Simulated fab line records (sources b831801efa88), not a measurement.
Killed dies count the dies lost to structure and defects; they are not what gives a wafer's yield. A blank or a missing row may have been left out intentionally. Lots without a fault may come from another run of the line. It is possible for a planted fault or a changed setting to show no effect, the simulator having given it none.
Problem report in the 8D (eight disciplines) form, filled by code -- flow sky130 -- the parts of the form that need people (team, actions taken, sign-off) are left out

== 1. PROBLEM STATEMENT ==
Mean of tube-center-temp-C at SKY_PAD_OPEN_ANNEAL_12: 397 C across 9 wafers in 3 lots; on wafers with no fault it is 400 C (standard deviation 0.036). That puts it -77 standard deviations away from the usual mean.
Seen first at day 48 12:54 on furnace-01, wafer L206.1. The record holds 45 wafers of 15 lots with a number at this step. Rule for "out" (also "out of limits"): further than 4 standard deviations from the usual mean. The other wafers with a number count as sound.

== 2. WHAT IT IS AND WHAT IT IS NOT ==
question,is,is not
which readings at this step,"tube-center-temp-C, tube_center_temp_C_max","ramp-up-c-per-min, zone-power-bottom-pct"
which lots,"L206, L208, L211","L195, L197, L198, L199, L200, L202, L203, L204, L209, L210, L214, L215"
which wafers of those lots,all that have a number,-
read on which tools,furnace-01,furnace-02
when,from day 48 12:54,"up to then (24 sound wafers); but 12 sound wafers of L209, L210, L214, L215 came after"

== 3. SUSPECTS, AND WHAT RULES EACH OUT ==
Counting: any tool at a process step up to the reading is kept as a suspect provided that every lot that is out went through it and no sound lot did after the first of them.
- furnace-01 at SKY_PAD_OPEN_ANNEAL_12: kept. All lots that are out passed through it, beginning with L206 at day 48 12:54, and no sound lot followed; its final sound lot before that point was L204 at day 48 04:52. Its own readings are out on those wafers: tube-center-temp-C, tube_center_temp_C_max.
After counting, what remains is furnace-01 at SKY_PAD_OPEN_ANNEAL_12.

== 4. THE CAUSE (what the simulator had put in) ==
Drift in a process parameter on furnace-01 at SKY_PAD_OPEN_ANNEAL_12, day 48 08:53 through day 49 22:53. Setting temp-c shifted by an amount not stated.
Only this tool survived the counting.

== 5. THE EFFECT CHAIN, in route order ==
One row per reading whose mean, taken over the struck wafers that have a number, lies over 3 standard deviations from the usual. Only readings for which the record gives a usual standard deviation are gone through. hours: the time from each lot's start at the first step in this table that gives one to its start at this step, as a median over the lots. sigmas: the change in usual standard deviations.
hours,step,reading,usual,on struck wafers,change,sigmas
0,SKY_PAD_OPEN_ANNEAL_12,spike-tc-centre-C,400.5 C,397.0,-3.5,-3.1
0,SKY_PAD_OPEN_ANNEAL_12,tube-center-temp-C,400 C,397,-3,-77
0,SKY_PAD_OPEN_ANNEAL_12,tube_center_temp_C_max,401.01,398.25,-2.76,-17
Here are the process steps it includes:
- SKY_PAD_OPEN_ANNEAL_12

== 6. WHAT WOULD HAVE CAUGHT IT SOONER ==
In this record the first reading out of limits was taken at day 48 12:54, 4 hours after the fault began at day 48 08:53.
